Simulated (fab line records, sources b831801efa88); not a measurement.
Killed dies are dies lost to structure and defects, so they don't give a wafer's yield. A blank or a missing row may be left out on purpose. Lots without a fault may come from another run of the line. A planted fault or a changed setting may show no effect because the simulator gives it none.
A struck lot beside a sound one | flow sky130 | 17 steps out of a route of 708
Sound: wafers L759.2, L759.4, L759.6. Struck: wafer L767.2. (L767.3 of the same lot was not struck and is left out.) The cause comes at the end.
At each step with rows: each side's tool, then ch and its chambers, then its first start. Under that, the readings that differ: sound wafers | struck wafers | difference of the means | sigmas: that difference in standard deviations of wafers without a fault.
alike: readings whose means differ by less than 2 such deviations, and words and numbers that are the same on both sides. not compared: withheld readings, readings that some wafer has no value for, bounds like >300 that may hide the same value, and numbers for which the record gives no deviation and whose values overlap.
The two part at a step that has a row with sigmas, a row that says differs or no value, or rows on one side only. Numbers that don't overlap but have no deviation are shown without sigmas and don't part them. A reading that every wafer of one side lacks parts them only if that side has two wafers or more.

SKY_METAL1_THK_MEAS_06: measures by xrf.
  sound on film_metro-03, day 35 21:46; struck on film_metro-04, day 37 22:28
  alike: METAL1_ALCU_THK
then, 8 steps without rows for these wafers: SKY_METAL1_DEHYDRATE_07 (time 60 s); SKY_METAL1_HMDS_08 (prime time 60 s); SKY_METAL1_COAT_09 (resist thk 60 nm); SKY_METAL1_COAT_10 (resist thk 450 nm); SKY_METAL1_SOFTBAKE_11 (time 90 s); SKY_METAL1_EXPOSE_12 (exposes mask MM1, target cd 140 nm); SKY_METAL1_PEB_13; SKY_METAL1_DEVELOP_14 (develop time 60 s).
SKY_METAL1_CD_MEAS_15: target cd 140 nm.
  sound on cd_sem-02, day 36 23:31; struck on cd_sem-02, day 39 00:34
  alike: cd_nm
SKY_METAL1_OVL_MEAS_16:
  sound on overlay-01, day 36 23:37; struck on overlay-02, day 39 00:40
  alike: METAL1_OVL
SKY_METAL1_DESCUM_17: chemistry O2, time 8 s.
  sound on rie_metal-03 ch 0,1, day 36 23:39; struck on rie_metal-03 ch 1, day 39 00:42
  alike: chamber_pressure_mTorr, drypump_motor_current_A, oes_product_au
  not compared: rf_hours_counter_h
SKY_METAL1_ETCH_18: etches BARC in N2/H2, stops on SiO2, time 45.9 s, target depth 60 nm.
  sound on rie_metal-03 ch 0,1, day 36 23:41; struck on rie_metal-03 ch 1, day 39 00:44
  reading                                       | sound             | struck | difference | sigmas
  oes_product_au (a.u.)                         | 0.859 0.850 0.862 | 0.805  | -0.052     | -10
  model.KrF-thick_of_METAL1_COAT_10.thk_nm (nm) | 391.1 392.4 390.7 | 406.2  | +14.8      |
  model.etch.depth_nm (nm)                      | 60.12 59.79 59.77 | 53.58  | -6.31      |
  alike: chamber_pressure_mTorr, drypump_motor_current_A, throttle_valve_pct
  not compared: rf_hours_counter_h
SKY_METAL1_METAL_ETCH_19: etches the open film in Cl2/BCl3, stops on SiO2, target depth 360 nm, time 78 s.
  sound on rie_metal-03 ch 0,1, day 36 23:44; struck on rie_metal-03 ch 1, day 39 00:48
  reading                                       | sound             | struck | difference | sigmas
  model.KrF-thick_of_METAL1_COAT_10.thk_nm (nm) | 153.2 155.1 152.8 | 172.8  | +19.1      |
  alike: chamber_pressure_mTorr, drypump_motor_current_A, oes_product_au, throttle_valve_pct
  not compared: rf_hours_counter_h
SKY_METAL1_STRIP_20: strips in O2/N2.
  sound on plasma_asher-04 ch 0,1, day 36 23:50; struck on plasma_asher-02 ch 0, day 39 00:53
  reading                      | sound             | struck | difference | sigmas
  drypump_motor_current_A (A)  | 5.7 5.2 5.1       | 6.3    | +1.0       | +2
  oes_product_au (a.u.)        | 0.341 0.340 0.342 | 0.356  | +0.015     | +3
  strip_time_to_endpoint_s (s) | 2.63 2.65 2.63    | 2.85   | +0.21      | +4
  alike: chamber_pressure_mTorr
  not compared: rf_hours_counter_h
then, 1 step without rows for these wafers: SKY_METAL1_STRIP_21 (strips in post etch residue remover, time 1200 s).
-- the record jumps here: 11 days lie between the struck wafers' starts before and after (it left off in module METAL1 and takes up again in module PAD_OPEN, whose first step shown is number 708 of the route) --
SKY_PAD_OPEN_PROBE_99:
  sound on prober-02, day 49 01:13; struck on prober-02, day 50 11:07
  reading                               | sound               | struck    | difference | sigmas
  killed_at_M0_to_M3                    | 40 33 40            | 58        | +20        | +3
  model.etest.tester.sort_n_pass        | 416 417 405         | 284       | -129       |
  model.etest.tester.sort_yield_pct (%) | 84.55 84.76 82.32   | 57.72     | -26.16     |
  model.etest.tester.sort_bin_3_pct (%) | 0.4065 1.016 0.813  | 23.37     | +22.62     |
  model.etest.met1_comb.leak_log10_a_um | -12.07 -12.1 -11.91 | -7.645    | +4.382     |
  model.etest.tester.sort_bin_8_pct (%) | 0 0 0               | 0.0001087 | +0.0001087 |
  alike: defect_limited_yield, killed_at_M4_up, killed_at_contacts, killed_at_front_end, killed_at_other, killed_dies, killed_open, killed_short
  not compared: model.etest.tester.sort_bin_4_pct

WHERE THEY PART
First at SKY_METAL1_ETCH_18; last, within this record, at SKY_PAD_OPEN_PROBE_99.

WHY: what the simulator had put in
Process parameter drift: rie_metal-03, from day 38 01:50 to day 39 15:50, at SKY_METAL1_ETCH_18. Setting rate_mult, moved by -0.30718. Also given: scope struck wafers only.
